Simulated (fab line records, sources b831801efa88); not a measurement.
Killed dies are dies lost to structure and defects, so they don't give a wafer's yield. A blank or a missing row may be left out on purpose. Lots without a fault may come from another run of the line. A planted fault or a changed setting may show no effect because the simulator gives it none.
Chamber matching | flow sky130 | SKY_CAPM_CVD_00 on pecvd-03: 3 sister chambers
The step deposits SiO2, target thk 15.5 nm. 3 wafers are shown with their chamber, then 7 later ones without.

WAFERS WITH THEIR CHAMBER
wafer  | chamber | heater_power_w (W)
L089.3 | 2       | 492
L092.2 | 0       | 588
L092.3 | 1       | 927

WAFERS WITHOUT THEIR CHAMBER
wafer  | heater_power_w (W)
L092.6 | 578
L091.1 | 590
L091.3 | 816
L091.4 | 590
L097.2 | 562
L097.5 | 662
L097.6 | 942

WHICH CHAMBER EACH WENT THROUGH
wafer  | from the rows above     | in truth
L092.6 | can't be placed: 0 or 2 | 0
L091.1 | can't be placed: 0 or 2 | 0
L091.3 | 1                       | 1
L091.4 | can't be placed: 0 or 2 | 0
L097.2 | can't be placed: 0 or 2 | 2
L097.5 | can't be placed: 0 or 2 | 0
L097.6 | 1                       | 1
Placed correctly: 2 of 7. Can't be placed from these rows: 5 (the true chamber is among the candidates in 5). Placed wrongly: 0.
How it was worked out, from the rows above alone: a wafer's distance from a chamber is the root of the sum, over the readings, of the square of ((its reading less the chamber's mean) divided by the reading's scatter). The wafer belongs to the nearest chamber; if the next one is less than 2 further off, it can't be placed. A chamber's mean is the mean of its shown wafers. The scatter: with one shown wafer a chamber, the root of the mean of the squares of how far each hidden wafer lies from its nearest shown one.
